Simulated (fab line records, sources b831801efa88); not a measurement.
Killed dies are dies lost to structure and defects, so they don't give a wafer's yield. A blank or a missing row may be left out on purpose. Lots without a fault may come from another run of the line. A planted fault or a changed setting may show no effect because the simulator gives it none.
A struck lot beside a sound one | flow sky130 | 23 steps out of a route of 708
Sound: wafers L642.1, L642.3, L642.4. Struck: wafers L647.1, L647.3, L647.6. The cause comes at the end.
At each step with rows: each side's tool, then ch and its chambers, then its first start. Under that, the readings that differ: sound wafers | struck wafers | difference of the means | sigmas: that difference in standard deviations of wafers without a fault.
alike: readings whose means differ by less than 2 such deviations, and words and numbers that are the same on both sides. not compared: withheld readings, readings that some wafer has no value for, bounds like >300 that may hide the same value, and numbers for which the record gives no deviation and whose values overlap.
The two part at a step that has a row with sigmas, a row that says differs or no value, or rows on one side only. Numbers that don't overlap but have no deviation are shown without sigmas and don't part them. A reading that every wafer of one side lacks parts them only if that side has two wafers or more.

first, 5 steps without rows for these wafers: SKY_PWDE_COAT_02 (resist thk 3000 nm); SKY_PWDE_SOFTBAKE_03; SKY_PWDE_EXPOSE_04 (exposes mask PWDEM, target cd 840 nm); SKY_PWDE_PEB_05; SKY_PWDE_DEVELOP_06 (develop time 60 s).
SKY_PWDE_OVL_MEAS_07:
  sound on overlay-02, day 7 09:16; struck on overlay-02, day 7 23:46
  alike: PWDE_OVL
then, 1 step without rows for these wafers: SKY_PWDE_IMPLANT_08.
SKY_PWDE_STRIP_09: strips in O2/N2.
  sound on plasma_asher-01 ch 0,1, day 7 09:27; struck on plasma_asher-02 ch 0,1, day 7 23:57
  reading                      | sound             | struck            | difference | sigmas
  strip_time_to_endpoint_s (s) | 36.78 36.75 36.73 | 37.10 36.99 37.00 | +0.28      | +3
  alike: chamber_pressure_mTorr, drypump_motor_current_A, oes_product_au
  not compared: rf_hours_counter_h
SKY_PWDE_TW_MEAS_10:
  sound on film_metro-04, day 7 09:33; struck on film_metro-02, day 8 00:03
  alike: PWDE_TW
then, 3 steps without rows for these wafers: SKY_NWELL_DEHYDRATE_03 (time 60 s); SKY_NWELL_HMDS_04 (prime time 60 s); SKY_NWELL_COAT_05 (resist thk 3000 nm).
SKY_NWELL_SOFTBAKE_06:
  sound on litho_track-01 ch 0, day 7 19:04; struck on litho_track-01 ch 0, day 8 10:34
  reading                                 | sound                | struck               | difference | sigmas
  heater_power_total_W (W)                | 65.33 65.09 65.37    | 70.64 70.45 70.49    | +5.26      | +38
  plate_temp_C (C)                        | 109.92 109.98 109.99 | 116.37 116.37 116.58 | +6.48      | +43
  model.coat_of_NWELL_COAT_05.thk_nm (nm) | 3001 3001 3012       | 2948 2935 2948       | -61        |
  alike: chill_plate_temp_C
then, 2 steps without rows for these wafers: SKY_NWELL_EXPOSE_07 (exposes mask NWM, target cd 840 nm); SKY_NWELL_PEB_08.
SKY_NWELL_DEVELOP_09: develop time 60 s.
  sound on litho_track-01 ch 0; struck on litho_track-02 ch 0
  reading                                 | sound             | struck            | difference | sigmas
  chill_plate_temp_C (C)                  | 22.92 22.77 22.88 | 23.09 23.08 23.18 | +0.26      | +2
  model.coat_of_NWELL_COAT_05.thk_nm (nm) | 2997 2997 3008    | 2943 2931 2943    | -62        |
SKY_NWELL_OVL_MEAS_10:
  sound on overlay-02, day 8 05:37; struck on overlay-02, day 8 20:58
  alike: NWELL_00_OVL
then, 3 steps without rows for these wafers: SKY_NWELL_IMPLANT_11; SKY_NWELL_IMPLANT_12; SKY_NWELL_IMPLANT_13.
SKY_NWELL_STRIP_14: strips in O2/N2.
  sound on plasma_asher-03 ch 0,1, day 8 06:06; struck on plasma_asher-02 ch 0, day 8 21:28
  reading                      | sound             | struck            | difference | sigmas
  strip_time_to_endpoint_s (s) | 36.93 36.93 37.04 | 36.32 36.18 36.34 | -0.69      | -7
  alike: chamber_pressure_mTorr, drypump_motor_current_A, oes_product_au
  not compared: rf_hours_counter_h
SKY_NWELL_TW_MEAS_15:
  sound on film_metro-02, day 8 06:12; struck on film_metro-03, day 8 21:34
  alike: NWELL_TW
-- the record jumps here: 41 days lie between the struck wafers' starts before and after (it left off in module NWELL and takes up again in module PAD_OPEN, whose first step shown is number 708 of the route) --
SKY_PAD_OPEN_PROBE_99:
  sound on prober-01, day 49 01:10; struck on prober-01, day 49 16:02
  reading            | sound    | struck   | difference | sigmas
  killed_at_M0_to_M3 | 62 50 41 | 30 38 42 | -14        | -2
  alike: killed_at_M4_up, killed_at_contacts, killed_at_front_end, killed_at_other, killed_dies, killed_on_rim, killed_open, killed_short

WHERE THEY PART
First at SKY_PWDE_STRIP_09; last, within this record, at SKY_PAD_OPEN_PROBE_99.

WHY: what the simulator had put in
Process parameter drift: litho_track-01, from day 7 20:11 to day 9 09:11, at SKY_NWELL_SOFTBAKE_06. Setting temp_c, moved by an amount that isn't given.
